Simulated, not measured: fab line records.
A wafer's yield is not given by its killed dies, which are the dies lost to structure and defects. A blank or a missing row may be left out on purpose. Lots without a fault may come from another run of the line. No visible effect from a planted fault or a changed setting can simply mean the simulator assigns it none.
fab line records	flow sky130
record lots=24	wafers=72	last_day=50
route steps=708 shown FIELD_ISO@28 LDD_P@263 VIA1@472 METAL2@498 METAL4@634 METAL5@676
lots untouched by any fault: they come from a run of this same line in which no faults occurred
start_h: hours from the record's opening day to when the first of the lot's shown wafers began	wait_h: hours since the lot's step before	" as in the row above	L1.1+2: a row that stands for several wafers	- no value, or no start was given	* or withheld: withheld	< > ~ a bound
route shown NAME@n: a module of which the file shows steps, and the number in the route of the first	usual: mean and standard deviation over wafers with no fault	same: alike in all rows	chamber/n: place in a boat	sites: readings site by site	_std_site: how widely they spread, as a standard deviation	_edge_site: outer sites' mean less inner sites'	radius_mm: for every site, how far away it sits from the centre of the wafer	mask NAME#n: copy n	behind: the tool/chamber that last shaped the wafer	hold: what put the lot on hold/how long, in hours/how the hold closed	device: the n, p or np transistor that did not switch	end of line: the tests these same wafers got at the end of their route	for a step that has no rows: nothing shown but its recipe	killed: dies lost to structure and defects at the first sort, not the wafer's yield	map: shows each die of a wafer: x if killed, . if not, _ if none is there
set.NAME: the setting the step ran with; set.NAME@STEP: the setting that earlier step ran with	model.NAME: the simulator's own value behind a step, which no gauge read
a sample of lots followed through the steps of the route, with each step as a table and each wafer as a row
services: a tool's chamber out of use, with start hour (start_h, from the record's first day; less than 0 if before it), hours out, and reason
## steps
# step SKY_FIELD_ISO_CMP_27
# recipe stop_on=Si3N4	t_overpolish_s=16	down_force_psi=4	platen_rpm=60	target_thk_nm=457.8	pad_velocity_m_s=0.94248
# usual motor_current_A=12.1/0.83	overpolish_run_s=15.998/0.0091	time_to_endpoint_s=113/4.1
lot.wafer	tool	chamber	start_h	wait_h	motor_current_A	overpolish_run_s	time_to_endpoint_s
L074.3	cmp-01	2	35.44	0.0	11.0	15.996	119
L074.4	"	0	"	"	12.1	15.995	113
L074.6	"	3	"	"	12.4	16.002	114
L075.2	cmp-02	1	42.58	0.0	11.0	15.997	119
L075.1	"	2	"	"	13.1	15.994	114
L075.4	"	0	"	"	12.0	16.007	117
L076.3	cmp-02	2	48.94	0.0	13.4	15.998	112
L076.4	"	1	"	"	11.4	15.994	106
L076.6	"	3	"	"	12.2	15.995	110
L077.1	cmp-01	3	48.99	0.1	12.9	16.003	112
L077.4	"	0	"	"	11.6	16.005	110
L077.5	"	2	"	"	11.6	15.980	114
L078.2	cmp-01	3	54.63	0.1	12.1	15.981	112
L078.5	"	1	"	"	13.1	16.000	114
L078.6	"	2	"	"	11.5	16.005	112
L079.1	cmp-01	2	61.41	0.1	10.6	16.010	121
L079.2	"	3	"	"	12.3	16.009	112
L079.6	"	0	"	"	11.5	15.992	111
L080.4	cmp-01	2	68.24	0.2	10.6	16.005	113
L080.3	"	0	"	"	11.0	16.002	109
L080.6	"	2	"	"	11.7	15.999	112
L081.1	cmp-01	1	71.30	0.1	13.5	16.005	106
L081.3	"	2	"	"	11.1	15.982	114
L081.5	"	3	"	"	12.5	16.003	109
L082.3	cmp-01	1	76.46	0.0	12.8	16.002	108
L082.1	"	0	"	"	11.8	15.996	107
L082.5	"	2	"	"	11.2	16.006	107
L083.3	cmp-02	2	80.93	0.1	13.5	16.000	120
L083.1	"	3	"	"	12.3	15.993	119
L083.5	"	1	"	"	11.8	15.990	121
L084.1	cmp-02	2	88.06	0.0	13.4	16.013	112
L084.2	"	3	"	"	11.5	15.999	115
L084.6	"	2	"	"	13.0	15.995	121
L085.3	cmp-01	3	90.98	0.0	12.0	15.996	109
L085.2	"	2	"	"	11.6	16.004	107
L085.5	"	3	"	"	12.3	16.008	107
L086.1	cmp-01	0	96.53	0.1	11.3	16.008	106
L086.6	"	2	"	"	11.2	15.992	113
L086.5	"	3	"	"	11.8	16.004	108
L087.4	cmp-02	0	101.79	0.1	11.4	15.987	112
L087.3	"	2	"	"	13.8	15.982	117
L087.6	"	0	"	"	11.6	16.001	112
L088.1	cmp-01	1	105.90	0.0	12.5	16.007	109
L088.4	"	0	"	"	11.4	15.998	111
L088.6	"	1	"	"	13.4	16.011	114
L089.1	cmp-02	0	113.39	0.1	11.8	16.021	113
L089.6	"	3	"	"	11.8	16.000	115
L089.5	"	0	"	"	12.3	16.004	113
L090.1	cmp-01	1	117.52	0.0	14.0	15.999	113
L090.3	"	2	"	"	11.5	15.986	114
L090.6	"	2	"	"	11.1	16.010	113
L091.3	cmp-02	3	123.18	0.0	12.1	15.992	113
L091.4	"	0	"	"	11.9	16.009	113
L091.6	"	0	"	"	12.4	16.001	112
L092.1	cmp-02	1	129.12	0.0	11.9	15.990	115
L092.4	"	0	"	"	11.9	16.010	117
L092.5	"	2	"	"	12.2	15.996	116
L093.2	cmp-02	1	132.07	0.1	12.2	15.991	115
L093.5	"	3	"	"	11.9	15.993	115
L093.6	"	0	"	"	11.6	15.995	107
L094.2	cmp-01	3	143.07	0.1	12.2	15.988	104
L094.1	"	0	"	"	11.2	15.992	108
L094.6	"	2	"	"	11.3	15.994	108
L095.1	cmp-02	1	155.85	0.0	11.7	16.006	120
L095.4	"	0	"	"	12.2	16.002	115
L095.6	"	2	"	"	13.4	15.981	116
L096.2	cmp-01	0	156.03	0.2	10.9	15.999	103
L096.5	"	2	"	"	11.6	15.997	111
L096.6	"	3	"	"	12.3	15.995	105
L097.3	cmp-01	1	165.62	0.1	13.3	15.991	112
L097.5	"	0	"	"	11.8	16.006	110
L097.6	"	1	"	"	12.6	16.012	113
# step SKY_LDD_P_OVL_MEAS_08
# usual LDD_P_OVL=0.7/1.3
lot.wafer	tool	chamber	start_h	wait_h	LDD_P_OVL[nm]
L074.3	overlay-02	-	442.31	0.1	3.3
L074.4	"	-	"	"	1.9
L074.6	"	-	"	"	1.5
L076.3	overlay-01	-	455.27	0.1	0.2
L076.4	"	-	"	"	2.0
L076.6	"	-	"	"	1.1
L077.1	overlay-02	-	460.05	0.1	1.1
L077.4	"	-	"	"	1.7
L077.5	"	-	"	"	1.6
L075.1	overlay-01	-	460.59	0.1	0.6
L075.2	"	-	"	"	0.9
L075.4	"	-	"	"	0.1
L078.2	overlay-02	-	461.01	0.1	-0.8
L078.5	"	-	"	"	-0.7
L078.6	"	-	"	"	-2.3
L079.1	overlay-01	-	482.16	0.1	1.1
L079.2	"	-	"	"	1.0
L079.6	"	-	"	"	1.2
L080.3	overlay-02	-	490.46	0.1	1.7
L080.4	"	-	"	"	1.7
L080.6	"	-	"	"	1.7
L081.1	overlay-02	-	490.60	0.1	-2.1
L081.3	"	-	"	"	0.0
L081.5	"	-	"	"	0.5
L082.1	overlay-02	-	503.51	0.1	0.2
L082.3	"	-	"	"	0.3
L082.5	"	-	"	"	1.1
L083.1	overlay-02	-	504.90	0.1	1.9
L083.3	"	-	"	"	1.8
L083.5	"	-	"	"	2.2
L084.1	overlay-01	-	515.26	0.1	1.6
L084.2	"	-	"	"	0.3
L084.6	"	-	"	"	-0.4
L085.2	overlay-02	-	523.76	0.1	0.7
L085.3	"	-	"	"	2.6
L085.5	"	-	"	"	0.0
L086.1	overlay-01	-	531.40	0.1	1.0
L086.5	"	-	"	"	1.1
L086.6	"	-	"	"	-0.3
L087.3	overlay-01	-	537.36	0.1	0.7
L087.4	"	-	"	"	0.8
L087.6	"	-	"	"	0.9
L088.1	overlay-02	-	543.29	0.1	-0.8
L088.4	"	-	"	"	1.1
L088.6	"	-	"	"	0.6
L089.1	overlay-01	-	560.75	0.1	-2.2
L089.5	"	-	"	"	-2.4
L089.6	"	-	"	"	-2.9
L090.1	overlay-01	-	567.10	0.1	1.6
L090.3	"	-	"	"	1.9
L090.6	"	-	"	"	3.2
L091.3	overlay-01	-	576.71	0.1	-0.2
L091.4	"	-	"	"	2.1
L091.6	"	-	"	"	2.8
L092.1	overlay-02	-	584.66	0.1	1.8
L092.4	"	-	"	"	0.4
L092.5	"	-	"	"	3.0
L093.2	overlay-01	-	589.30	0.1	0.2
L093.5	"	-	"	"	0.3
L093.6	"	-	"	"	1.9
L094.1	overlay-02	-	610.46	0.1	1.8
L094.2	"	-	"	"	0.5
L094.6	"	-	"	"	1.9
L095.1	overlay-02	-	629.04	0.1	0.0
L095.4	"	-	"	"	0.2
L095.6	"	-	"	"	-0.8
L096.2	overlay-01	-	631.21	0.1	0.4
L096.5	"	-	"	"	1.9
L096.6	"	-	"	"	1.0
L097.3	overlay-02	-	633.76	0.1	1.2
L097.5	"	-	"	"	0.5
L097.6	"	-	"	"	-0.4
# step SKY_VIA1_ETCH_14
# recipe chemistry=N2/H2	target=BARC	ion_energy_ev=200	source_w=500	bias_w=100	pressure_mtorr=30	n2_flow_sccm=100	h2_flow_sccm=200	stop_on=SiO2	time_s=45.9	target_depth_a=600
# usual drypump_motor_current_A=5.7/0.39	oes_product_au=0.854/0.0047	throttle_valve_pct=13.226/0.009
lot.wafer	tool	chamber	start_h	wait_h	drypump_motor_current_A	oes_product_au	rf_hours_counter_h	throttle_valve_pct
L074.3	rie_diel-04	1	796.08	0.0	5.6	0.860	9	13.216
L074.4	"	3	"	"	6.1	0.860	3	13.222
L074.6	"	0	"	"	5.1	0.854	-	13.231
L076.3	rie_diel-03	2	809.74	0.0	6.3	0.851	6	13.225
L076.4	"	1	"	"	5.9	0.858	22	13.226
L076.6	"	2	"	"	6.3	0.856	-	13.231
L077.1	rie_diel-04	0	810.58	0.0	5.1	0.852	19	13.222
L077.4	"	1	"	"	5.6	0.846	-	13.223
L077.5	"	0	"	"	5.1	0.853	-	13.249
L075.1	rie_diel-04	1	813.59	0.0	5.5	0.861	9	13.228
L075.2	"	2	"	"	6.3	0.851	5	13.237
L075.4	"	0	"	"	5.1	0.857	19	13.214
L078.2	rie_diel-03	2	814.94	0.0	6.3	0.851	6	13.241
L078.5	"	2	"	"	6.3	0.852	-	13.230
L078.6	"	0	"	"	5.6	0.857	-	13.227
L079.1	rie_diel-03	1	833.29	0.0	5.9	0.855	22	13.218
L079.2	"	3	"	"	5.5	0.849	14	13.244
L079.6	"	3	"	"	5.5	0.855	-	13.217
L080.3	rie_diel-04	0	841.29	0.0	5.1	0.852	20	13.223
L080.4	"	1	"	"	5.6	0.861	10	13.226
L080.6	"	2	"	"	6.2	0.851	-	13.221
L081.1	rie_diel-04	2	842.83	0.0	6.2	0.852	6	13.235
L081.3	"	0	"	"	5.1	0.853	20	13.215
L081.5	"	0	"	"	5.1	0.850	-	13.232
L082.1	rie_diel-04	0	848.74	0.0	5.2	0.853	20	13.213
L082.3	"	1	"	"	5.6	0.848	10	13.223
L082.5	"	0	"	"	5.1	0.856	-	13.228
L083.1	rie_diel-02	0	852.24	0.0	5.5	0.852	28	13.232
L083.3	"	3	"	"	5.3	0.847	3	13.213
L083.5	"	3	"	"	5.3	0.855	-	13.219
L084.1	rie_diel-02	1	858.89	0.0	5.7	0.860	18	13.231
L084.2	"	2	"	"	6.0	0.857	15	13.226
L084.6	"	1	"	"	5.7	0.855	-	13.232
L085.2	rie_diel-04	1	866.33	0.0	5.5	0.856	10	13.222
L085.3	"	3	"	"	6.1	0.855	5	13.230
L085.5	"	3	"	"	6.1	0.855	-	13.227
L086.1	rie_diel-02	2	875.49	0.0	6.0	0.855	16	13.210
L086.5	"	3	"	"	5.3	0.855	-	13.231
L086.6	"	2	"	"	6.0	0.856	-	13.238
L087.3	rie_diel-04	1	877.79	0.0	5.6	0.859	11	13.217
L087.4	"	3	"	"	6.1	0.860	5	13.209
L087.6	"	0	"	"	5.1	0.850	-	13.227
L088.1	rie_diel-03	1	882.63	0.0	5.9	0.857	24	13.227
L088.4	"	2	"	"	6.3	0.854	8	13.236
L088.6	"	0	"	"	5.6	0.847	-	13.237
L089.1	rie_diel-03	3	899.69	0.0	5.5	0.860	15	13.221
L089.5	"	3	"	"	5.5	0.863	-	13.236
L089.6	"	2	"	"	6.4	0.855	-	13.231
L090.1	rie_diel-04	0	902.04	0.0	5.1	0.859	22	13.235
L090.3	"	2	"	"	6.2	0.857	7	13.220
L090.6	"	0	"	"	5.1	0.850	-	13.219
L091.3	rie_diel-02	1	911.49	0.0	5.7	0.850	20	13.239
L091.4	"	2	"	"	6.0	0.861	17	13.226
L091.6	"	2	"	"	6.0	0.850	-	13.231
L092.1	rie_diel-02	2	918.88	0.0	6.0	0.854	17	13.237
L092.4	"	3	"	"	5.3	0.865	5	13.227
L092.5	"	3	"	"	5.3	0.853	-	13.225
L093.2	rie_diel-03	3	923.19	0.0	5.5	0.849	16	13.216
L093.5	"	1	"	"	5.9	0.849	-	13.223
L093.6	"	2	"	"	6.3	0.852	-	13.214
L094.1	rie_diel-02	2	940.39	0.0	6.0	0.855	18	13.223
L094.2	"	0	"	"	5.5	0.863	1	13.217
L094.6	"	3	"	"	5.3	0.856	-	13.236
L095.1	rie_diel-04	3	955.13	0.0	6.1	0.857	7	13.215
L095.4	"	0	"	"	5.1	0.847	0	13.212
L095.6	"	0	"	"	5.1	0.859	-	13.233
L097.3	rie_diel-04	1	958.24	0.0	5.6	0.859	13	13.233
L097.5	"	0	"	"	5.1	0.860	-	13.236
L097.6	"	3	"	"	6.1	0.860	-	13.221
L096.2	rie_diel-03	1	959.54	0.0	5.9	0.847	27	13.243
L096.5	"	0	"	"	5.6	0.853	-	13.220
L096.6	"	3	"	"	5.5	0.852	-	13.234
# step SKY_METAL2_CD_MEAS_15
# recipe target_cd_nm=140
# usual cd_nm=140.3/1.7
lot.wafer	tool	chamber	start_h	wait_h	cd_nm
L074.3	cd_sem-01	-	824.01	-	139.8
L074.4	"	-	"	"	140.7
L074.6	"	-	"	"	141.8
L076.3	cd_sem-02	-	837.36	-	138.8
L076.4	"	-	"	"	139.7
L076.6	"	-	"	"	139.9
L077.1	cd_sem-01	-	837.67	-	142.1
L077.4	"	-	"	"	142.4
L077.5	"	-	"	"	141.4
L075.1	cd_sem-02	-	841.62	-	140.8
L075.2	"	-	"	"	138.7
L075.4	"	-	"	"	139.1
L078.2	cd_sem-01	-	841.81	-	139.3
L078.5	"	-	"	"	139.5
L078.6	"	-	"	"	139.9
L079.1	cd_sem-02	-	860.09	-	138.9
L079.2	"	-	"	"	139.4
L079.6	"	-	"	"	138.8
L080.3	cd_sem-01	-	868.27	-	141.4
L080.4	"	-	"	"	141.3
L080.6	"	-	"	"	141.0
L081.1	cd_sem-01	-	870.18	-	141.3
L081.3	"	-	"	"	141.0
L081.5	"	-	"	"	140.3
L082.1	cd_sem-02	-	875.72	-	138.3
L082.3	"	-	"	"	141.6
L082.5	"	-	"	"	139.6
L083.1	cd_sem-01	-	879.43	-	142.8
L083.3	"	-	"	"	142.9
L083.5	"	-	"	"	142.2
L084.1	cd_sem-02	-	886.12	-	138.9
L084.2	"	-	"	"	137.8
L084.6	"	-	"	"	138.7
L085.2	cd_sem-02	-	892.96	-	139.2
L085.3	"	-	"	"	137.9
L085.5	"	-	"	"	138.0
L086.1	cd_sem-01	-	902.77	-	136.6
L086.5	"	-	"	"	137.1
L086.6	"	-	"	"	137.5
L087.3	cd_sem-02	-	905.23	-	138.7
L087.4	"	-	"	"	136.7
L087.6	"	-	"	"	139.1
L088.1	cd_sem-01	-	909.32	-	141.5
L088.4	"	-	"	"	141.3
L088.6	"	-	"	"	142.0
L089.1	cd_sem-02	-	925.62	-	140.2
L089.5	"	-	"	"	139.4
L089.6	"	-	"	"	139.6
L090.1	cd_sem-01	-	927.73	-	144.1
L090.3	"	-	"	"	146.2
L090.6	"	-	"	"	144.2
L091.3	cd_sem-01	-	937.67	-	141.0
L091.4	"	-	"	"	140.8
L091.6	"	-	"	"	140.6
L092.1	cd_sem-02	-	944.63	-	139.3
L092.4	"	-	"	"	139.6
L092.5	"	-	"	"	139.9
L093.2	cd_sem-02	-	948.90	-	139.7
L093.5	"	-	"	"	140.7
L093.6	"	-	"	"	139.8
L094.1	cd_sem-01	-	965.83	-	140.5
L094.2	"	-	"	"	139.1
L094.6	"	-	"	"	140.9
L095.1	cd_sem-02	-	982.04	-	139.0
L095.4	"	-	"	"	140.5
L095.6	"	-	"	"	140.8
L097.3	cd_sem-02	-	983.12	-	140.5
L097.5	"	-	"	"	141.2
L097.6	"	-	"	"	142.9
L096.2	cd_sem-02	-	984.25	-	141.4
L096.5	"	-	"	"	140.9
L096.6	"	-	"	"	140.4
# step SKY_METAL4_METAL_ETCH_18
# recipe target_depth_a=8450	stop_on=SiO2	over_etch_frac=0.3	time_s=183.1	chemistry=Cl2/BCl3	resist_sidewall_deg=88	pressure_mtorr=10	icp_w=900	bias_w=48.5	Cl2_flow_sccm=60	bcl3_flow_sccm=30
# usual drypump_motor_current_A=5.63/0.098	oes_product_au=0.867/0.0063	throttle_valve_pct=22.266/0.0084
lot.wafer	tool	chamber	start_h	wait_h	drypump_motor_current_A	oes_product_au	rf_hours_counter_h	throttle_valve_pct
L074.3	rie_metal-04	1	980.70	0.1	5.47	0.863	-	22.273
L074.4	"	0	"	"	5.63	0.866	-	22.258
L074.6	"	0	"	"	5.64	0.865	-	22.270
L076.3	rie_metal-03	1	991.65	0.1	5.74	0.866	-	22.269
L076.4	"	0	"	"	5.65	0.865	-	22.269
L076.6	"	0	"	"	5.65	0.870	-	22.272
L077.1	rie_metal-04	1	993.47	0.0	5.53	0.867	4	22.275
L077.4	"	1	"	"	5.52	0.872	-	22.260
L077.5	"	1	"	"	5.49	0.873	-	22.266
L075.1	rie_metal-04	1	995.87	0.0	5.48	0.867	4	22.260
L075.2	"	0	"	"	5.64	0.872	20	22.264
L075.4	"	0	"	"	5.64	0.869	-	22.266
L078.2	rie_metal-04	1	997.12	0.0	5.50	0.864	4	22.260
L078.5	"	0	"	"	5.63	0.866	-	22.271
L078.6	"	1	"	"	5.50	0.858	-	22.263
L079.1	rie_metal-03	0	1012.97	0.0	5.63	0.872	19	22.274
L079.2	"	1	"	"	5.73	0.875	16	22.258
L079.6	"	1	"	"	5.68	0.866	-	22.262
L080.3	rie_metal-03	0	1020.48	0.1	5.66	0.871	-	22.266
L080.4	"	1	"	"	5.75	0.866	-	22.261
L080.6	"	0	"	"	5.65	0.869	-	22.266
L081.1	rie_metal-04	1	1021.63	0.0	5.49	0.854	6	22.257
L081.3	"	1	"	"	5.49	0.870	-	22.260
L081.5	"	1	"	"	5.45	0.869	-	22.269
L082.1	rie_metal-03	0	1027.17	0.0	5.64	0.861	20	22.259
L082.3	"	0	"	"	5.63	0.866	-	22.278
L082.5	"	0	"	"	5.62	0.857	-	22.274
L083.1	rie_metal-04	1	1030.04	0.0	5.48	0.869	7	22.255
L083.3	"	1	"	"	5.48	0.874	-	22.253
L083.5	"	1	"	"	5.49	0.862	-	22.266
L084.1	rie_metal-03	1	1036.44	0.0	5.73	0.860	17	22.269
L084.2	"	0	"	"	5.61	0.869	20	22.277
L084.6	"	0	"	"	5.65	0.865	-	22.276
L085.2	rie_metal-04	1	1043.63	0.0	5.48	0.861	8	22.262
L085.3	"	0	"	"	5.63	0.856	-	22.259
L085.5	"	0	"	"	5.63	0.856	-	22.268
L086.1	rie_metal-02	1	1052.08	0.0	5.66	0.863	16	22.260
L086.5	"	0	"	"	5.76	0.859	-	22.279
L086.6	"	1	"	"	5.66	0.867	-	22.248
L087.3	rie_metal-04	1	1053.74	0.1	5.46	0.861	-	22.259
L087.4	"	0	"	"	5.63	0.867	-	22.262
L087.6	"	1	"	"	5.46	0.869	-	22.240
L088.1	rie_metal-03	1	1056.94	0.0	5.74	0.866	18	22.267
L088.4	"	1	"	"	5.77	0.873	-	22.277
L088.6	"	0	"	"	5.66	0.877	-	22.260
L089.1	rie_metal-04	1	1072.43	0.0	5.47	0.863	10	22.274
L089.5	"	1	"	"	5.47	0.874	-	22.265
L089.6	"	0	"	"	5.64	0.876	-	22.261
L090.1	rie_metal-02	1	1075.63	0.0	5.65	0.864	18	22.272
L090.3	"	1	"	"	5.60	0.855	-	22.269
L090.6	"	0	"	"	5.79	0.858	-	22.255
L091.3	rie_metal-02	1	1084.00	0.1	5.67	0.863	-	22.256
L091.4	"	0	"	"	5.79	0.858	-	22.272
L091.6	"	0	"	"	5.80	0.871	-	22.265
L092.1	rie_metal-03	1	1087.24	0.0	5.74	0.872	21	22.280
L092.4	"	0	"	"	5.64	0.873	-	22.267
L092.5	"	1	"	"	5.73	0.865	-	22.261
L093.2	rie_metal-03	1	1091.99	0.0	5.72	0.869	21	22.269
L093.5	"	1	"	"	5.72	0.857	-	22.271
L093.6	"	0	"	"	5.66	0.873	-	22.264
L094.1	rie_metal-03	1	1106.49	0.0	5.69	0.875	22	22.261
L094.2	"	0	"	"	5.61	0.872	25	22.270
L094.6	"	1	"	"	5.73	0.871	-	22.282
L095.1	rie_metal-04	1	1120.79	0.0	5.47	0.856	14	22.266
L095.4	"	1	"	"	5.48	0.869	-	22.257
L095.6	"	0	"	"	5.63	0.866	-	22.263
L097.3	rie_metal-03	1	1121.45	0.1	5.75	0.863	-	22.275
L097.5	"	1	"	"	5.74	0.862	-	22.269
L097.6	"	0	"	"	5.65	0.857	-	22.269
L096.2	rie_metal-02	0	1121.74	0.0	5.78	0.869	8	22.266
L096.5	"	1	"	"	5.66	0.873	-	22.274
L096.6	"	0	"	"	5.80	0.871	-	22.263
# step SKY_METAL5_METAL_ETCH_15
# recipe target_depth_a=12600	stop_on=SiO2	over_etch_frac=0.2	time_s=252	chemistry=Cl2/BCl3	resist_sidewall_deg=86	pressure_mtorr=10	icp_w=900	bias_w=48.5	Cl2_flow_sccm=60	bcl3_flow_sccm=30
# usual drypump_motor_current_A=5.60/0.24	oes_product_au=0.894/0.0054	throttle_valve_pct=22.264/0.01
lot.wafer	tool	chamber	start_h	wait_h	drypump_motor_current_A	oes_product_au	rf_hours_counter_h	throttle_valve_pct
L074.3	rie_metal-01	1	1029.50	0.1	5.80	0.888	-	22.275
L074.4	"	0	"	"	5.19	0.901	-	22.270
L074.6	"	1	"	"	5.80	0.888	-	22.248
L076.3	rie_metal-02	0	1039.75	0.1	5.76	0.903	-	22.270
L076.4	"	1	"	"	5.68	0.889	-	22.280
L076.6	"	0	"	"	5.78	0.900	-	22.255
L077.1	rie_metal-01	1	1040.77	0.0	5.78	0.887	15	22.269
L077.4	"	1	"	"	5.80	0.897	-	22.269
L077.5	"	0	"	"	5.19	0.893	-	22.268
L075.1	rie_metal-02	1	1043.37	0.0	5.60	0.892	16	22.265
L075.2	"	0	"	"	5.80	0.896	2	22.263
L075.4	"	0	"	"	5.80	0.899	-	22.284
L078.2	rie_metal-01	1	1043.97	0.0	5.77	0.896	15	22.269
L078.5	"	0	"	"	5.18	0.882	-	22.253
L078.6	"	1	"	"	5.77	0.893	-	22.260
L079.1	rie_metal-02	1	1060.77	0.0	5.65	0.890	17	22.272
L079.2	"	0	"	"	5.76	0.900	3	22.268
L079.6	"	0	"	"	5.82	0.886	-	22.261
L080.3	rie_metal-01	0	1066.00	0.1	5.17	0.884	-	22.240
L080.4	"	1	"	"	5.80	0.885	-	22.272
L080.6	"	1	"	"	5.78	0.901	-	22.250
L081.1	rie_metal-02	0	1068.51	0.0	5.75	0.893	4	22.263
L081.3	"	1	"	"	5.62	0.889	-	22.242
L081.5	"	1	"	"	5.65	0.901	-	22.276
L082.1	rie_metal-01	0	1073.57	0.0	5.20	0.897	21	22.247
L082.3	"	0	"	"	5.19	0.894	-	22.257
L082.5	"	0	"	"	5.20	0.892	-	22.264
L083.1	rie_metal-03	0	1076.66	0.0	5.63	0.903	23	22.260
L083.3	"	0	"	"	5.64	0.896	-	22.254
L083.5	"	0	"	"	5.63	0.885	-	22.254
L084.1	rie_metal-01	1	1082.97	0.0	5.76	0.895	18	22.256
L084.2	"	0	"	"	5.20	0.890	22	22.274
L084.6	"	0	"	"	5.20	0.899	-	22.265
L085.2	rie_metal-01	1	1088.02	0.0	5.77	0.885	19	22.256
L085.3	"	1	"	"	5.78	0.896	-	22.264
L085.5	"	0	"	"	5.18	0.899	-	22.258
L086.1	rie_metal-01	0	1096.97	0.0	5.19	0.887	23	22.276
L086.5	"	1	"	"	5.78	0.887	-	22.260
L086.6	"	0	"	"	5.20	0.892	-	22.260
L087.3	rie_metal-02	1	1097.44	0.1	5.64	0.889	-	22.275
L087.4	"	0	"	"	5.80	0.899	-	22.269
L087.6	"	0	"	"	5.79	0.890	-	22.251
L088.1	rie_metal-01	0	1101.96	0.0	5.20	0.895	24	22.280
L088.4	"	1	"	"	5.77	0.899	-	22.263
L088.6	"	1	"	"	5.78	0.891	-	22.262
L089.1	rie_metal-01	1	1116.77	0.0	5.81	0.888	21	22.280
L089.5	"	1	"	"	5.80	0.892	-	22.266
L089.6	"	0	"	"	5.19	0.895	-	22.251
L090.1	rie_metal-02	1	1118.61	0.0	5.65	0.897	20	22.252
L090.3	"	0	"	"	5.78	0.896	-	22.272
L090.6	"	0	"	"	5.76	0.889	-	22.280
L091.3	rie_metal-01	0	1126.24	0.1	5.19	0.896	-	22.252
L091.4	"	1	"	"	5.79	0.898	-	22.269
L091.6	"	1	"	"	5.80	0.886	-	22.270
L092.1	rie_metal-03	1	1128.72	0.0	5.75	0.888	23	22.254
L092.4	"	1	"	"	5.74	0.896	-	22.254
L092.5	"	0	"	"	5.63	0.900	-	22.273
L093.2	rie_metal-01	1	1133.52	0.0	5.81	0.900	22	22.272
L093.5	"	0	"	"	5.19	0.893	-	22.284
L093.6	"	1	"	"	5.81	0.891	-	22.275
L094.1	rie_metal-01	1	1147.56	0.1	5.80	0.897	24	22.285
L094.2	"	1	"	"	5.78	0.897	-	22.250
L094.6	"	1	"	"	5.77	0.890	-	22.254
L095.1	rie_metal-02	1	1159.41	0.0	5.66	0.902	24	22.276
L095.4	"	0	"	"	5.76	0.889	-	22.262
L095.6	"	0	"	"	5.77	0.906	-	22.269
L097.3	rie_metal-01	1	1160.25	0.2	5.79	0.883	-	22.268
L097.5	"	1	"	"	5.75	0.890	-	22.274
L097.6	"	1	"	"	5.80	0.898	-	22.259
L096.2	rie_metal-02	1	1160.47	0.0	5.65	0.894	24	22.262
L096.5	"	1	"	"	5.69	0.891	-	22.270
L096.6	"	0	"	"	5.77	0.900	-	22.254
## services
tool	chamber	start_h	hours	kind
cmp-01	-	23.74	4.7	repair
cmp-01	-	62.48	1.4	repair
cmp-01	-	64.19	4.0	pm
cmp-01	-	185.24	3.7	pm
cmp-01	-	227.96	2.5	repair
cmp-01	-	235.98	1.4	repair
rie_metal-01	-	294.92	4.3	pm
cmp-01	-	316.13	2.0	repair
cmp-01	-	329.55	0.4	repair
cmp-01	-	378.49	1.6	repair
cmp-01	-	391.16	7.6	pm
cmp-01	-	403.83	0.4	repair
cmp-01	-	404.28	4.0	pm
cmp-01	-	411.85	2.2	repair
cmp-01	-	417.69	1.3	repair
cmp-01	-	427.02	0.5	repair
rie_metal-01	-	446.89	1.4	pm
cmp-01	-	553.99	7.0	pm
cmp-01	-	605.95	1.2	repair
rie_metal-01	-	609.68	0.7	repair
cmp-01	-	632.64	1.0	repair
rie_metal-01	-	681.01	1.2	repair
cmp-01	-	682.96	1.1	repair
cmp-01	-	707.45	2.2	repair
## key
fault none
